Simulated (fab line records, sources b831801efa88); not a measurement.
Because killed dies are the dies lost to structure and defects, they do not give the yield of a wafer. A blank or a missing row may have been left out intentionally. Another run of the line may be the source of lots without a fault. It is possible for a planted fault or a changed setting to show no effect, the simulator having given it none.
Which tool did it? :: flow gf180mcu :: 11 lots, 33 wafers sampled, at 8 steps of a route of 602

== WHAT THE GAUGES SHOWED, per wafer ==
GF_NWELL_TW_MEAS_11. Usual: NWELL_TW gives 1573 (standard deviation 20).
lot: L566
measured: day 3 18:56
on: film_metro-03
NWELL_TW: 1588 1600 1597
flag: 

lot: L568
measured: day 4 05:33
on: film_metro-02
NWELL_TW: 1543 1545 1557
flag: 

lot: L569
measured: day 4 11:02
on: film_metro-02
NWELL_TW: 1549 1538 1557
flag: 

lot: L570
measured: day 4 17:44
on: film_metro-02
NWELL_TW: 1731 1727 1729
flag: OFF

lot: L573
measured: day 5 11:15
on: film_metro-01
NWELL_TW: 1569 1577 1578
flag: 

lot: L574
measured: day 5 17:33
on: film_metro-01
NWELL_TW: 1748 1747 1754
flag: OFF

lot: L576
measured: day 6 00:29
on: film_metro-02
NWELL_TW: 1546 1538 1535
flag: 

lot: L578
measured: day 6 15:39
on: film_metro-03
NWELL_TW: 1597 1587 1589
flag: 

lot: L579
measured: day 6 17:55
on: film_metro-01
NWELL_TW: 1581 1575 1580
flag: 

lot: L581
measured: day 7 04:53
on: film_metro-01
NWELL_TW: 1577 1584 1573
flag: 

lot: L587
measured: day 8 13:00
on: film_metro-03
NWELL_TW: 1600 1589 1598
flag: 

GF_LVPWELL_TW_MEAS_11. Usual: LVPWELL_TW gives 561 (standard deviation 7.8).
lot: L566
measured: day 4 08:46
on: film_metro-03
LVPWELL_TW: 569 568 569
flag: 

lot: L568
measured: day 4 19:09
on: film_metro-02
LVPWELL_TW: 549 550 552
flag: 

lot: L569
measured: day 5 01:23
on: film_metro-01
LVPWELL_TW: 560 560 558
flag: 

lot: L570
measured: day 5 08:34
on: film_metro-03
LVPWELL_TW: 1240 1229 1230
flag: OFF

lot: L573
measured: day 6 02:38
on: film_metro-01
LVPWELL_TW: 561 559 560
flag: 

lot: L574
measured: day 6 08:14
on: film_metro-03
LVPWELL_TW: 1187 1198 1202
flag: OFF

lot: L576
measured: day 6 15:49
on: film_metro-02
LVPWELL_TW: 550 546 550
flag: 

lot: L578
measured: day 7 07:06
on: film_metro-01
LVPWELL_TW: 560 558 558
flag: 

lot: L579
measured: day 7 08:56
on: film_metro-03
LVPWELL_TW: 570 572 567
flag: 

lot: L581
measured: day 7 21:02
on: film_metro-01
LVPWELL_TW: 557 559 558
flag: 

lot: L587
measured: day 9 06:20
on: film_metro-03
LVPWELL_TW: 568 566 564
flag: 

GF_MVSD_TW_MEAS_11. Usual: MVSD_TW gives 1578 (standard deviation 22).
lot: L566
measured: day 4 22:37
on: film_metro-02
MVSD_TW: 1554 1544 1549
flag: 

lot: L568
measured: day 5 09:44
on: film_metro-02
MVSD_TW: 1548 1552 1546
flag: 

lot: L569
measured: day 5 15:48
on: film_metro-01
MVSD_TW: 1574 1578 1578
flag: 

lot: L570
measured: day 5 23:23
on: film_metro-02
MVSD_TW: 1725 1725 1743
flag: OFF

lot: L573
measured: day 6 17:23
on: film_metro-03
MVSD_TW: 1595 1590 1595
flag: 

lot: L574
measured: day 7 00:27
on: film_metro-03
MVSD_TW: 1778 1783 1785
flag: OFF

lot: L576
measured: day 7 07:07
on: film_metro-02
MVSD_TW: 1547 1542 1548
flag: 

lot: L578
measured: day 7 23:57
on: film_metro-03
MVSD_TW: 1605 1604 1601
flag: 

lot: L579
measured: day 8 02:08
on: film_metro-01
MVSD_TW: 1575 1577 1578
flag: 

lot: L581
measured: day 8 13:08
on: film_metro-01
MVSD_TW: 1575 1578 1593
flag: 

lot: L587
measured: day 10 00:33
on: film_metro-03
MVSD_TW: 1614 1612 1609
flag: 

GF_VT_IMPLANT_OVL_MEAS_18. Usual: VT_IMPLANT_01_OVL gives -0.3 nm (standard deviation 1.2).
lot: L566
measured: day 6 19:16
on: overlay-01
VT_IMPLANT_01_OVL (nm): 0.1 -0.8 -1.2
flag: 

lot: L568
measured: day 7 06:01
on: overlay-02
VT_IMPLANT_01_OVL (nm): -0.5 0.9 1.4
flag: 

lot: L569
measured: day 7 13:37
on: overlay-02
VT_IMPLANT_01_OVL (nm): -1.4 -2.3 -0.7
flag: 

lot: L570
measured: day 7 21:34
on: overlay-01
VT_IMPLANT_01_OVL (nm): 1.2 1.3 2.3
flag: 

lot: L573
measured: day 8 18:22
on: overlay-01
VT_IMPLANT_01_OVL (nm): -1.1 -0.9 -0.9
flag: 

lot: L574
measured: day 9 01:32
on: overlay-01
VT_IMPLANT_01_OVL (nm): -1.4 -2.4 -2.4
flag: 

lot: L576
measured: day 9 09:17
on: overlay-01
VT_IMPLANT_01_OVL (nm): -0.1 0.1 -0.5
flag: 

lot: L578
measured: day 10 03:56
on: overlay-02
VT_IMPLANT_01_OVL (nm): -1.4 -2.3 -2.5
flag: 

lot: L579
measured: day 10 04:51
on: overlay-01
VT_IMPLANT_01_OVL (nm): 0.5 -0.5 -0.5
flag: 

lot: L581
measured: day 10 17:26
on: overlay-02
VT_IMPLANT_01_OVL (nm): -1.9 -0.3 -0.9
flag: 

lot: L587
measured: day 12 08:22
on: overlay-01
VT_IMPLANT_01_OVL (nm): -0.7 -0.8 1.1
flag: 

GF_VT_IMPLANT_OVL_MEAS_40. Usual: VT_IMPLANT_03_OVL gives -0.4 nm (standard deviation 1.2).
lot: L566
measured: day 8 02:58
on: overlay-02
VT_IMPLANT_03_OVL (nm): 0.0 0.9 2.9
flag: 

lot: L568
measured: day 8 14:19
on: overlay-01
VT_IMPLANT_03_OVL (nm): 0.3 -1.7 0.1
flag: 

lot: L569
measured: day 8 22:14
on: overlay-01
VT_IMPLANT_03_OVL (nm): -0.3 -1.3 -0.1
flag: 

lot: L570
measured: day 9 06:40
on: overlay-01
VT_IMPLANT_03_OVL (nm): -1.5 -1.8 -1.7
flag: 

lot: L573
measured: day 10 05:34
on: overlay-02
VT_IMPLANT_03_OVL (nm): -1.9 -1.6 -2.5
flag: 

lot: L574
measured: day 10 13:01
on: overlay-02
VT_IMPLANT_03_OVL (nm): 0.8 1.6 2.3
flag: 

lot: L576
measured: day 10 21:13
on: overlay-02
VT_IMPLANT_03_OVL (nm): 0.6 -0.5 -0.1
flag: 

lot: L578
measured: day 11 16:34
on: overlay-02
VT_IMPLANT_03_OVL (nm): -1.5 -1.6 -1.7
flag: 

lot: L579
measured: day 11 18:04
on: overlay-02
VT_IMPLANT_03_OVL (nm): 0.9 -2.0 -0.8
flag: 

lot: L581
measured: day 12 07:05
on: overlay-02
VT_IMPLANT_03_OVL (nm): 1.3 -0.4 -2.0
flag: 

lot: L587
measured: day 14 00:09
on: overlay-02
VT_IMPLANT_03_OVL (nm): -0.1 0.1 0.6
flag: 

== WHAT TOOL EACH LOT RAN ON (gives the tool, then ch and the chambers of the sampled wafers, and finally the start) ==
lot: L566
GF_STI_STRIP_15: plasma_asher-03 ch 0,1, day 2 11:26
GF_DNWELL_COAT_02: litho_track-04 ch 0, day 2 22:22
GF_DNWELL_STRIP_08: plasma_asher-02 ch 1, day 3 05:19

lot: L568
GF_STI_STRIP_15: plasma_asher-03 ch 0,1, day 2 22:44
GF_DNWELL_COAT_02: litho_track-03 ch 0, day 3 09:01
GF_DNWELL_STRIP_08: plasma_asher-03 ch 0,1, day 3 15:28

lot: L569
GF_STI_STRIP_15: plasma_asher-03 ch 0,1, day 3 03:11
GF_DNWELL_COAT_02: litho_track-03 ch 0, day 3 13:43
GF_DNWELL_STRIP_08: plasma_asher-02 ch 0,1, day 3 20:50

lot: L570
GF_STI_STRIP_15: plasma_asher-03 ch 0,1, day 3 08:32
GF_DNWELL_COAT_02: litho_track-03 ch 0, day 3 20:40
GF_DNWELL_STRIP_08: plasma_asher-03 ch 0,1, day 4 04:19

lot: L573
GF_STI_STRIP_15: plasma_asher-03 ch 0,1, day 3 23:35
GF_DNWELL_COAT_02: litho_track-04 ch 0, day 4 13:26
GF_DNWELL_STRIP_08: plasma_asher-04 ch 0,1, day 4 20:52

lot: L574
GF_STI_STRIP_15: plasma_asher-02 ch 1, day 4 05:08
GF_DNWELL_COAT_02: litho_track-03 ch 0, day 4 19:22
GF_DNWELL_STRIP_08: plasma_asher-03 ch 0,1, day 5 02:46

lot: L576
GF_STI_STRIP_15: plasma_asher-02 ch 0,1, day 4 14:55
GF_DNWELL_COAT_02: litho_track-04 ch 0, day 5 02:16
GF_DNWELL_STRIP_08: plasma_asher-02 ch 0,1, day 5 09:34

lot: L578
GF_STI_STRIP_15: plasma_asher-02 ch 0,1, day 5 03:53
GF_DNWELL_COAT_02: litho_track-04 ch 0, day 5 16:41
GF_DNWELL_STRIP_08: plasma_asher-04 ch 0,1, day 6 00:17

lot: L579
GF_STI_STRIP_15: plasma_asher-02 ch 0,1, day 5 06:47
GF_DNWELL_COAT_02: litho_track-04 ch 0, day 5 19:13
GF_DNWELL_STRIP_08: plasma_asher-02 ch 0,1, day 6 02:49

lot: L581
GF_STI_STRIP_15: plasma_asher-03 ch 0,1, day 5 17:02
GF_DNWELL_COAT_02: litho_track-02 ch 0, day 6 05:07
GF_DNWELL_STRIP_08: plasma_asher-03 ch 0,1, day 6 13:14

lot: L587
GF_STI_STRIP_15: plasma_asher-03 ch 0,1, day 7 00:38
GF_DNWELL_COAT_02: litho_track-02 ch 0, day 7 12:55
GF_DNWELL_STRIP_08: plasma_asher-03 ch 0,1, day 7 20:49
- GF_STI_STRIP_15: strips in O2/N2.
- GF_DNWELL_COAT_02: resist thk 3000 nm.
- GF_DNWELL_STRIP_08: strips in O2/N2.

== AS READ BY THE TOOLS THEMSELVES (means over the sampled wafers that have a number; for cases with no such wafer, the mark the record gives instead) ==
GF_STI_STRIP_15. Usual: drypump_motor_current_A 5.5 A, standard deviation 0.33; heater_power_w 332 W, standard deviation 26; oes_product_au 0.385 a.u., standard deviation 0.0048; platen_temp_c 250.02 C, standard deviation 0.15; strip_time_to_endpoint_s 3.73 s, standard deviation 0.047.
lot: L566
tool: plasma_asher-03
drypump_motor_current_A (A): 5.2
heater_power_w (W): 333
oes_product_au (a.u.): 0.388
platen_temp_c (C): 249.89
strip_time_to_endpoint_s (s): 3.73
flag: 

lot: L568
tool: plasma_asher-03
drypump_motor_current_A (A): 5.2
heater_power_w (W): 329
oes_product_au (a.u.): 0.387
platen_temp_c (C): 250.04
strip_time_to_endpoint_s (s): 3.82
flag: 

lot: L569
tool: plasma_asher-03
drypump_motor_current_A (A): 5.2
heater_power_w (W): 329
oes_product_au (a.u.): 0.386
platen_temp_c (C): 250.15
strip_time_to_endpoint_s (s): 3.75
flag: 

lot: L570
tool: plasma_asher-03
drypump_motor_current_A (A): 5.2
heater_power_w (W): 321
oes_product_au (a.u.): 0.383
platen_temp_c (C): 250.11
strip_time_to_endpoint_s (s): 3.77
flag: 

lot: L573
tool: plasma_asher-03
drypump_motor_current_A (A): 5.1
heater_power_w (W): 316
oes_product_au (a.u.): 0.387
platen_temp_c (C): 250.05
strip_time_to_endpoint_s (s): 3.76
flag: 

lot: L574
tool: plasma_asher-02
drypump_motor_current_A (A): 6.0
heater_power_w (W): 359
oes_product_au (a.u.): 0.387
platen_temp_c (C): 250.02
strip_time_to_endpoint_s (s): 3.74
flag: 

lot: L576
tool: plasma_asher-02
drypump_motor_current_A (A): 6.0
heater_power_w (W): 355
oes_product_au (a.u.): 0.381
platen_temp_c (C): 250.07
strip_time_to_endpoint_s (s): 3.69
flag: 

lot: L578
tool: plasma_asher-02
drypump_motor_current_A (A): 6.0
heater_power_w (W): 355
oes_product_au (a.u.): 0.390
platen_temp_c (C): 250.14
strip_time_to_endpoint_s (s): 3.79
flag: 

lot: L579
tool: plasma_asher-02
drypump_motor_current_A (A): 5.9
heater_power_w (W): 343
oes_product_au (a.u.): 0.383
platen_temp_c (C): 250.12
strip_time_to_endpoint_s (s): 3.72
flag: 

lot: L581
tool: plasma_asher-03
drypump_motor_current_A (A): 5.1
heater_power_w (W): 318
oes_product_au (a.u.): 0.383
platen_temp_c (C): 249.92
strip_time_to_endpoint_s (s): 3.72
flag: 

lot: L587
tool: plasma_asher-03
drypump_motor_current_A (A): 5.1
heater_power_w (W): 321
oes_product_au (a.u.): 0.381
platen_temp_c (C): 249.95
strip_time_to_endpoint_s (s): 3.73
flag: 

GF_DNWELL_COAT_02. Usual: exhaust_pa at 45.0 Pa, with a standard deviation of 0.87.
lot: L566
tool: litho_track-04
exhaust_pa (Pa): 44.4
flag: 

lot: L568
tool: litho_track-03
exhaust_pa (Pa): 44.1
flag: 

lot: L569
tool: litho_track-03
exhaust_pa (Pa): 44.9
flag: 

lot: L570
tool: litho_track-03
exhaust_pa (Pa): 44.7
flag: 

lot: L573
tool: litho_track-04
exhaust_pa (Pa): 44.3
flag: 

lot: L574
tool: litho_track-03
exhaust_pa (Pa): 45.8
flag: 

lot: L576
tool: litho_track-04
exhaust_pa (Pa): 45.6
flag: 

lot: L578
tool: litho_track-04
exhaust_pa (Pa): 44.9
flag: 

lot: L579
tool: litho_track-04
exhaust_pa (Pa): 45.7
flag: 

lot: L581
tool: litho_track-02
exhaust_pa (Pa): 45.0
flag: 

lot: L587
tool: litho_track-02
exhaust_pa (Pa): 45.2
flag: 

GF_DNWELL_STRIP_08. Usual: drypump_motor_current_A 5.5 A, standard deviation 0.35; heater_power_w 321 W, standard deviation 27; oes_product_au 0.723 a.u., standard deviation 0.0041; platen_temp_c 250.01 C, standard deviation 0.17; strip_time_to_endpoint_s 36.82 s, standard deviation 0.097.
lot: L566
tool: plasma_asher-02
drypump_motor_current_A (A): 6.1
heater_power_w (W): 364
oes_product_au (a.u.): 0.722
platen_temp_c (C): 249.81
strip_time_to_endpoint_s (s): 36.85
flag: 

lot: L568
tool: plasma_asher-03
drypump_motor_current_A (A): 5.1
heater_power_w (W): 316
oes_product_au (a.u.): 0.726
platen_temp_c (C): 250.10
strip_time_to_endpoint_s (s): 36.87
flag: 

lot: L569
tool: plasma_asher-02
drypump_motor_current_A (A): 5.9
heater_power_w (W): 343
oes_product_au (a.u.): 0.726
platen_temp_c (C): 250.03
strip_time_to_endpoint_s (s): 36.78
flag: 

lot: L570
tool: plasma_asher-03
drypump_motor_current_A (A): 5.2
heater_power_w (W): 314
oes_product_au (a.u.): 0.713
platen_temp_c (C): 249.99
strip_time_to_endpoint_s (s): 22.34
flag: OFF

lot: L573
tool: plasma_asher-04
drypump_motor_current_A (A): 5.4
heater_power_w (W): 290
oes_product_au (a.u.): 0.720
platen_temp_c (C): 250.09
strip_time_to_endpoint_s (s): 36.79
flag: 

lot: L574
tool: plasma_asher-03
drypump_motor_current_A (A): 5.2
heater_power_w (W): 328
oes_product_au (a.u.): 0.718
platen_temp_c (C): 250.08
strip_time_to_endpoint_s (s): 22.36
flag: OFF

lot: L576
tool: plasma_asher-02
drypump_motor_current_A (A): 5.9
heater_power_w (W): 338
oes_product_au (a.u.): 0.729
platen_temp_c (C): 250.11
strip_time_to_endpoint_s (s): 36.80
flag: 

lot: L578
tool: plasma_asher-04
drypump_motor_current_A (A): 5.5
heater_power_w (W): 299
oes_product_au (a.u.): 0.721
platen_temp_c (C): 250.04
strip_time_to_endpoint_s (s): 36.90
flag: 

lot: L579
tool: plasma_asher-02
drypump_motor_current_A (A): 6.0
heater_power_w (W): 354
oes_product_au (a.u.): 0.723
platen_temp_c (C): 250.05
strip_time_to_endpoint_s (s): 36.73
flag: 

lot: L581
tool: plasma_asher-03
drypump_motor_current_A (A): 5.1
heater_power_w (W): 317
oes_product_au (a.u.): 0.717
platen_temp_c (C): 249.91
strip_time_to_endpoint_s (s): 36.84
flag: 

lot: L587
tool: plasma_asher-03
drypump_motor_current_A (A): 5.2
heater_power_w (W): 330
oes_product_au (a.u.): 0.724
platen_temp_c (C): 249.97
strip_time_to_endpoint_s (s): 36.75
flag: 

== THE ANSWER, worked out from the rows above alone ==
Rule: a lot is off if the mean of its wafers that have a number lies more than 3 standard deviations from the usual mean. Also off: a lot with no number at a reading for which 4 or more lots have one. Any other lot the step has rows for is counted as sound. After the gauges, taken in route order, come the tools' own readings; for these a lot's mean is taken, as printed above. At the first step where some lot is off, the reading lying furthest off is the one used; lots without a number count as furthest.
Off: L570, L574, seen at GF_NWELL_TW_MEAS_11 (NWELL_TW).
If a tool, at a process step before that reading, ran all the lots that are off and no sound lot after the first of them, it fits. Not tried: the gauges at GF_NWELL_TW_MEAS_11; whatever is off there is also off at GF_LVPWELL_TW_MEAS_11, on other tools, and gauge error can't account for it. One candidate fits, namely litho_track-03 at GF_DNWELL_COAT_02. A fault onset in the window from L569 (day 3 13:43, its last sound lot) to L570 (day 3 20:40, its first lot off) fits.

== WHAT THE SIMULATOR HAD INSERTED ==
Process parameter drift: litho_track-03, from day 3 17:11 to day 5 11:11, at GF_DNWELL_COAT_02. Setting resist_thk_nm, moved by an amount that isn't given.
Shown lots that were struck: L570, L574. Same finding as the rule above.
